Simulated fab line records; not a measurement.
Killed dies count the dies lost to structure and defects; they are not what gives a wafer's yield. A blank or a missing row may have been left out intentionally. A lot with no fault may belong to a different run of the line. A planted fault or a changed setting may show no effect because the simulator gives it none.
fab line records	flow sfq-line
record: lots: 7	wafers: 19	last-day: 92
route steps=325 shown M0@42 I0@43
lots that met no fault: from a run of the same line without faults
start-h: the number of hours between the record's first day and the start of the first shown wafer of the lot	wait-h: hours from the lot's prior step to this one	" unchanged from the row above	L1.1+2: a row that stands for several wafers	- no value, or no start was given	* or withheld: withheld	< > ~ a bound
route shown NAME@n: NAME is a module with steps in the file, n the number in the route of the first one	usual: mean and standard deviation over wafers with no fault	same: alike in all rows	chamber/n: place in a boat	sites: readings site by site	_std_site: standard deviation across them	_edge_site: outer sites' mean less inner sites'	radius-mm: how far each site lies from the wafer's centre	mask NAME#n: copy n	behind: the most recent tool/chamber to have shaped the wafer	hold: reason for holding the lot/hours on hold/outcome of the hold	device: the n, p or np transistor that did not switch	end of line: the same wafers' tests at the end of the route	a step given without rows: its recipe and nothing more	killed: at the first sort, the dies lost to defects and structure; wafer yield is something else	map: dies across one wafer; x = killed, . = not, _ = none there
set.NAME: the setting the step ran with; set.NAME@STEP: the setting that earlier step ran with	model.NAME: the simulator's own value behind a step, which no gauge read
lots at some steps of the route; a table a step, a row a wafer
services: from which hour (start-h, from the record's first day; less than 0 if before it) a tool's chamber was out of use, for how many hours, and why
== steps ==
step: SFQ_TRILAYER_M0_STRIP_SOLV_CLEAN_026
recipe: chemistry: NMP	temp-c: 70	time-s: 600
step: SFQ_TRILAYER_I0_DEP_PECVD_027
recipe: material: SiO2	temp-c: 150	time-s: 111.11	pressure-torr: 2.4	rf-w: 183.3	precursor: SiH4/N2O	target-thk-nm: 500
usual: chamber-pressure-Torr: 2.399/0.005	heater-power-w: 84/18	susceptor-temp-C: 149.99/0.15	throttle-valve-pct: 24.4/1.5
lot.wafer	tool	chamber	start-h	wait-h	chamber-pressure-Torr	heater-power-w	susceptor-temp-C	throttle-valve-pct
L879.1	pecvd-04	2	260.42	0.0	2.405	87	150.06	24.4
L879.4	"	1	"	"	2.395	67	149.92	25.8
L879.6	"	2	"	"	2.395	88	150.14	24.2
L880.1	pecvd-03	1	270.13	0.0	2.398	116	150.12	22.6
L880.2	"	0	"	"	2.403	100	150.01	22.2
L880.5	"	0	"	"	2.403	102	150.01	22.0
L887.1	pecvd-04	1	334.48	0.0	2.403	66	150.06	26.3
L887.2	"	2	"	"	2.403	76	149.67	24.4
L887.6	"	2	"	"	2.399	81	149.91	24.2
L889.4	pecvd-02	1	349.14	0.0	2.390	82	150.15	23.8
L889.6	"	2	"	"	2.401	86	149.78	26.0
L890.1	pecvd-02	2	359.79	0.0	2.393	72	149.96	25.9
L890.3	"	0	"	"	2.402	53	150.26	25.6
L897.2	pecvd-04	0	425.70	0.0	2.391	65	149.79	26.5
L897.4	"	0	"	"	2.399	50	149.79	26.8
L897.5	"	2	"	"	2.400	89	149.92	24.6
L898.1	pecvd-03	2	432.90	0.0	2.394	88	149.87	25.1
L898.5	"	1	"	"	2.397	117	150.15	22.9
L898.6	"	2	"	"	2.398	91	149.64	25.0
step: SFQ_TRILAYER_I0_CMP_CMP_028
recipe: material: SiO2	down-force-psi: 3	platen-rpm: 60	pad-velocity-m-s: 0.94248
usual: motor-current-A: 10.5/1.4	platen-rpm: 60.01/0.039	time-to-endpoint-s: 215/8.2
lot.wafer	tool	chamber	start-h	wait-h	motor-current-A	platen-rpm	time-to-endpoint-s
L879.1	cmp-01	2	260.50	0.0	9.0	60.02	224
L879.4	"	0	261.50	1.0	10.4	60.08	227
L879.6	"	3	263.00	2.5	9.6	60.00	217
L880.1	cmp-02	2	270.71	0.5	9.9	60.02	212
L880.2	"	0	271.71	1.5	9.5	59.99	209
L880.5	"	1	"	"	13.2	60.00	222
L887.2	cmp-01	3	344.33	9.8	9.8	60.01	205
L887.1	"	0	"	"	9.9	59.97	208
L887.6	"	2	345.83	11.2	10.2	60.05	216
L889.4	cmp-02	1	353.63	4.5	14.4	59.96	222
L889.6	"	1	355.63	6.5	13.6	59.94	216
L890.1	cmp-01	2	363.01	3.2	9.7	59.95	205
L890.3	"	3	"	"	9.7	60.06	195
L897.4	cmp-02	2	425.78	0.0	10.0	59.99	229
L897.2	"	3	"	"	10.7	60.03	213
L897.5	"	3	428.28	2.5	10.5	60.02	220
L898.1	cmp-01	3	433.98	1.0	9.9	59.97	202
L898.6	"	1	434.98	2.0	10.6	59.95	225
L898.5	"	2	"	"	9.6	59.96	219
step: SFQ_I0_BOW_MEAS_907
recipe: mode: bow
usual: I0_BOW: 2/7.2
lot.wafer	tool	chamber	start-h	wait-h	I0_BOW[um]
L879.1	film-metro-02	-	263.50	2.5	1
L879.4	"	-	"	"	5
L879.6	"	-	"	"	12
L880.1	film-metro-04	-	273.21	2.0	1
L880.2	"	-	"	"	16
L880.5	"	-	"	"	3
L887.1	film-metro-04	-	346.83	1.5	7
L887.2	"	-	"	"	7
L887.6	"	-	"	"	0
L889.4	film-metro-02	-	356.69	2.6	-2
L889.6	"	-	"	"	4
L890.1	film-metro-04	-	365.51	2.0	-11
L890.3	"	-	"	"	-1
L897.2	film-metro-04	-	428.80	2.0	9
L897.4	"	-	"	"	23
L897.5	"	-	"	"	3
L898.1	film-metro-02	-	435.98	1.5	-9
L898.5	"	-	"	"	6
L898.6	"	-	"	"	1
step: SFQ_TRILAYER_I0_METRO_MEASURE_029
usual: thk-nm: 199.7/1
lot.wafer	tool	chamber	start-h	wait-h	thk-nm
L879.1	film-metro-02	-	263.62	0.1	201.9
L879.4	"	-	"	"	199.7
L879.6	"	-	"	"	199.5
L880.1	film-metro-04	-	273.33	0.1	200.5
L880.2	"	-	"	"	200.0
L880.5	"	-	"	"	201.1
L887.1	film-metro-04	-	346.95	0.1	198.5
L887.2	"	-	"	"	198.2
L887.6	"	-	"	"	200.5
L889.4	film-metro-02	-	357.35	0.6	199.9
L889.6	"	-	"	"	199.8
L890.1	film-metro-04	-	365.63	0.1	199.9
L890.3	"	-	"	"	197.6
L897.2	film-metro-04	-	429.10	0.3	199.0
L897.4	"	-	"	"	200.0
L897.5	"	-	"	"	199.8
L898.1	film-metro-02	-	436.10	0.1	198.4
L898.5	"	-	"	"	199.4
L898.6	"	-	"	"	199.3
step: SFQ_TRILAYER_I0_VIA_LITHO_COAT_036
recipe: resist: BARC	spin-rpm: 3000	resist-thk-nm: 62
step: SFQ_TRILAYER_I0_VIA_LITHO_COAT_031
recipe: resist: KrF	spin-rpm: 3000	resist-thk-nm: 650
step: SFQ_TRILAYER_I0_VIA_LITHO_SOFTBAKE_035
recipe: temp-c: withheld	time-s: withheld	resist: KrF
step: SFQ_TRILAYER_I0_VIA_LITHO_EXPOSE_032
recipe: mask-id: I0	na: 0.6	source-shape: conventional	sigma-outer: 0.65	target-cd-nm: 500	dose-mj: 21.3
step: SFQ_TRILAYER_I0_VIA_LITHO_PEB_034
recipe: peb-temp-c: 115	peb-time-s: 60	resist: KrF
step: SFQ_TRILAYER_I0_VIA_LITHO_DEVELOP_033
recipe: time-s: 60	resist: KrF
step: SFQ_I0_OVL_MEAS_908
usual: I0_OVL: 0/5.1
lot.wafer	tool	chamber	start-h	wait-h	I0_OVL[nm]
L879.1	overlay-02	-	387.26	0.1	-5
L879.4	"	-	"	"	-7
L879.6	"	-	"	"	-11
L880.1	overlay-01	-	398.18	0.1	-6
L880.2	"	-	"	"	-12
L880.5	"	-	"	"	-4
L887.1	overlay-02	-	477.87	0.1	3
L887.2	"	-	"	"	5
L887.6	"	-	"	"	5
L889.4	overlay-02	-	480.29	0.1	-6
L889.6	"	-	"	"	-4
L890.1	overlay-02	-	481.47	0.1	-1
L890.3	"	-	"	"	-1
L897.2	overlay-01	-	489.88	0.1	4
L897.4	"	-	"	"	-1
L897.5	"	-	"	"	-4
L898.1	overlay-01	-	491.07	0.1	5
L898.5	"	-	"	"	4
L898.6	"	-	"	"	4
step: SFQ_TRILAYER_I0_VIA_BARC_OPEN_VIA_ETCH_046
recipe: mask-material: PR	chemistry: O2	target-depth-nm: 125	target: BARC	source-w: 500	bias-w: 80	pressure-mtorr: 30	time-s: 41.7
usual: drypump-motor-current-A: 5.5/0.47	oes-product-au: 0.685/0.0046	run-length-s: 70.0/0.41
lot.wafer	tool	chamber	start-h	wait-h	drypump-motor-current-A	oes-product-au	rf-hours-counter-h	run-length-s	model.KrF_of_TRILAYER_I0_VIA_LITHO_COAT_031.thk-nm
L879.1	rie-diel-02	0	387.29	0.0	5.5	0.690	102	69.6	571.9
L879.4	"	3	"	"	5.8	0.689	107	70.2	572.7
L879.6	"	1	"	"	5.0	0.689	-	70.0	569.5
L880.1	rie-diel-04	0	398.22	0.0	5.7	0.691	22	70.1	577.1
L880.2	"	1	"	"	5.4	0.683	10	69.6	574.1
L880.5	"	0	"	"	5.7	0.686	-	70.1	575.2
L887.1	rie-diel-02	2	477.91	0.0	5.0	0.693	24	70.3	572.7
L887.2	"	0	"	"	5.5	0.688	103	69.0	575
L887.6	"	0	"	"	5.5	0.777	-	62.4	582
L889.4	rie-diel-02	2	480.33	0.0	5.0	0.683	-	70.4	570.8
L889.6	"	1	"	"	5.0	0.778	-	63.3	578.7
L890.1	rie-diel-02	0	481.51	0.0	5.5	0.681	103	69.4	572
L890.3	"	1	"	"	5.0	0.781	3	63.4	580.7
L897.2	rie-diel-01	0	489.91	0.0	5.7	0.683	3	69.6	573.4
L897.4	"	3	"	"	5.3	0.683	16	70.0	574.6
L897.5	"	2	"	"	6.8	0.682	-	69.7	572.8
L898.1	rie-diel-04	0	491.11	0.0	5.7	0.681	24	69.8	573.1
L898.5	"	2	"	"	5.3	0.680	-	69.7	571.9
L898.6	"	1	"	"	5.4	0.690	-	69.8	571
step: SFQ_TRILAYER_I0_VIA_ETCH_VIA_ETCH_034
recipe: target: SiO2	stop-on: Nb	mask-material: PR	taper-deg: 20	chemistry: CHF3	target-depth-nm: 260	source-w: 500	bias-w: 80	pressure-mtorr: 30	time-s: withheld
usual: drypump-motor-current-A: 5.5/0.47	oes-product-au: 0.853/0.0048
lot.wafer	tool	chamber	start-h	wait-h	drypump-motor-current-A	oes-product-au	model.KrF_of_TRILAYER_I0_VIA_LITHO_COAT_031.thk-nm
L879.1	rie-diel-02	0	387.33	0.0	5.5	0.860	527.1
L879.4	"	3	"	"	5.8	0.857	527.7
L879.6	"	1	"	"	5.0	0.854	524.5
L880.1	rie-diel-04	0	398.26	0.0	5.7	0.850	533.3
L880.2	"	1	"	"	5.4	0.857	529.2
L880.5	"	0	"	"	5.7	0.850	532
L887.1	rie-diel-02	2	477.95	0.0	5.0	0.851	527.1
L887.2	"	0	"	"	5.5	0.855	529.9
L887.6	"	0	"	"	5.5	0.858	537
L889.4	rie-diel-02	2	480.40	0.1	5.0	0.852	525.2
L889.6	"	1	"	"	5.0	0.854	533.8
L890.1	rie-diel-02	0	481.55	0.0	5.5	0.855	526.9
L890.3	"	1	"	"	5.0	0.850	535.9
L897.2	rie-diel-01	0	489.95	0.0	5.6	0.848	529.2
L897.4	"	3	"	"	5.3	0.860	530.3
L897.5	"	2	"	"	6.8	0.845	528.3
L898.1	rie-diel-04	0	491.15	0.0	5.7	0.853	528.9
L898.5	"	2	"	"	5.3	0.842	526.4
L898.6	"	1	"	"	5.3	0.858	526.2
step: SFQ_TRILAYER_I0_VIA_STRIP_STRIP_035
recipe: gas: O2	power-w: 200	platen-temp-c: 40	overash-fraction: 0.65	chemistry: O2	pressure-mtorr: 50
usual: drypump-motor-current-A: 6.0/0.4	oes-product-au: 1.002/0.0094
same: overash-fraction: 0.65
lot.wafer	tool	chamber	start-h	wait-h	drypump-motor-current-A	oes-product-au	rf-hours-counter-h
L879.1	rie-metal-02	1	387.44	-	5.9	1.010	36
L879.4	"	0	"	"	6.2	0.997	-
L879.6	"	0	"	"	6.2	0.995	-
L880.1	rie-metal-02	0	398.37	-	6.3	1.005	94
L880.2	"	1	"	"	5.9	1.011	38
L880.5	"	1	"	"	5.9	1.003	-
L887.1	rie-metal-02	1	478.06	-	5.9	1.007	48
L887.2	"	0	"	"	6.3	1.003	103
L887.6	"	0	"	"	6.3	1.011	-
L889.4	rie-metal-04	1	480.66	-	5.2	1.005	-
L889.6	"	0	"	"	6.4	1.003	-
L890.1	rie-metal-02	1	481.66	-	5.9	1.004	49
L890.3	"	1	"	"	5.9	1.003	-
L897.2	rie-metal-04	0	490.06	-	6.4	0.997	76
L897.4	"	1	"	"	5.1	1.004	-
L897.5	"	1	"	"	5.2	0.996	-
L898.1	rie-metal-01	0	491.26	-	5.9	1.004	29
L898.5	"	0	"	"	5.9	0.999	-
L898.6	"	1	"	"	6.1	0.985	-
== services ==
tool	chamber	start-h	hours	kind
cmp-01	-	237.03	4.0	pm
cmp-02	-	245.59	2.1	repair
rie-metal-02	-	253.29	14.6	pm
film-metro-04	-	254.06	1.8	pm
rie-diel-02	-	276.77	0.5	repair
rie-diel-04	2	277.60	5.1	repair
cmp-01	-	305.16	11.7	pm
cmp-02	-	320.67	0.6	repair
cmp-01	-	324.94	0.2	repair
pecvd-04	0	330.09	5.1	repair
cmp-02	-	335.22	6.2	pm
rie-diel-02	0	339.39	1.5	repair
rie-diel-04	2	365.71	4.6	repair
film-metro-02	-	373.45	1.7	pm
rie-diel-04	0	375.23	6.0	repair
rie-diel-02	-	377.74	0.4	repair
pecvd-04	0	384.25	6.7	repair
film-metro-04	-	399.45	0.7	pm
cmp-01	-	414.44	1.6	repair
film-metro-04	-	420.58	3.4	pm
film-metro-04	-	444.14	1.1	pm
rie-diel-02	3	448.99	16.1	repair
rie-metal-02	0	472.82	1.9	repair
pecvd-04	-	473.84	1.0	repair
== key ==
first-sign: step: SFQ_TRILAYER_I0_VIA_BARC_OPEN_VIA_ETCH_046	reading: oes-product-au	direction: up	sigmas: 20	usual: 0.685	struck: 0.779
effect: step: SFQ_TRILAYER_I0_VIA_BARC_OPEN_VIA_ETCH_046	reading: run-length-s	direction: down	sigmas: 17	usual: *	struck: *
model-effect: step: SFQ_TRILAYER_I0_VIA_BARC_OPEN_VIA_ETCH_046	value: KrF_of_TRILAYER_I0_VIA_LITHO_COAT_031.thk-nm	without: 572.2	struck: 580.5
model-effect: step: SFQ_TRILAYER_I0_VIA_ETCH_VIA_ETCH_034	value: KrF_of_TRILAYER_I0_VIA_LITHO_COAT_031.thk-nm	without: 527.3	struck: 535.5
met-at SFQ_TRILAYER_I0_VIA_BARC_OPEN_VIA_ETCH_046
struck-wafers L887.6,L889.6,L890.3
onset-between 387.29 477.91
fault: kind: process-parameter-drift	tool: rie-diel-02	chamber: -	onset-h: 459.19	steps: SFQ_TRILAYER_I0_VIA_BARC_OPEN_VIA_ETCH_046	channel: time-s	offset: *	shape: step	end-h: 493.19	scope: struck-wafers-only	acts-in: *	stated: *
